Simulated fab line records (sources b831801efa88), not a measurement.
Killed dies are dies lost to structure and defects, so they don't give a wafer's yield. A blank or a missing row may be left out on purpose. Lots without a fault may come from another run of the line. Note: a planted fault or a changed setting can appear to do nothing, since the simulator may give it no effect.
Chamber matching    flow sfqLine    SFQ_TRILAYER_I4_CMP_CMP_100 on cmp-01: 4 sister chambers
The step polishes SiO2. 8 wafers are shown with their chamber, then 9 later ones without.

WAFERS, EACH WITH ITS CHAMBER
wafer   chamber  motorCurrentA (A)  timeToEndpointS (s)
L792.2  1        10.0               207
L792.5  2        9.9                216
L793.1  1        9.8                203
L793.5  3        11.2               218
L793.6  0        9.1                224
L795.2  0        8.4                216
L795.3  3        9.9                220
L795.6  2        9.4                212

WAFERS MISSING THEIR CHAMBER
wafer   motorCurrentA (A)  timeToEndpointS (s)
L800.3  8.7                217
L800.2  10.1               196
L800.4  10.8               214
L801.2  9.9                204
L801.5  10.0               208
L801.6  8.7                221
L809.2  11.0               219
L809.4  8.4                236
L809.5  9.6                219

THE CHAMBER EACH PASSED THROUGH
wafer    from the rows above            in truth
L800.3   can't be placed: 0 or 2        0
L800.2   1                              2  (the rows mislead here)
L800.4   can't be placed: 3 or 2 or 1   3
L801.2   1                              1
L801.5   can't be placed: 1 or 2        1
L801.6   0                              0
L809.2   3                              3
L809.4   can't be placed: 0 or 3        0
L809.5   can't be placed: 2 or 0 or 3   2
Correct placement for 3 of the 9. Not placeable from these rows: 5 (in 5, the candidates include the true chamber). Wrongly placed: 1.
How it was worked out, from the rows above alone: a wafer's distance from a chamber is the root of the sum, over the readings, of the square of ((its reading less the chamber's mean) divided by the reading's scatter). The wafer belongs to the nearest chamber; if the next one is less than 2 further off, it can't be placed. A chamber's mean is the mean of its shown wafers. The scatter: take each reading less its chamber's mean, square it, sum over the shown wafers, divide by the number of wafers less the number of chambers, and take the root.
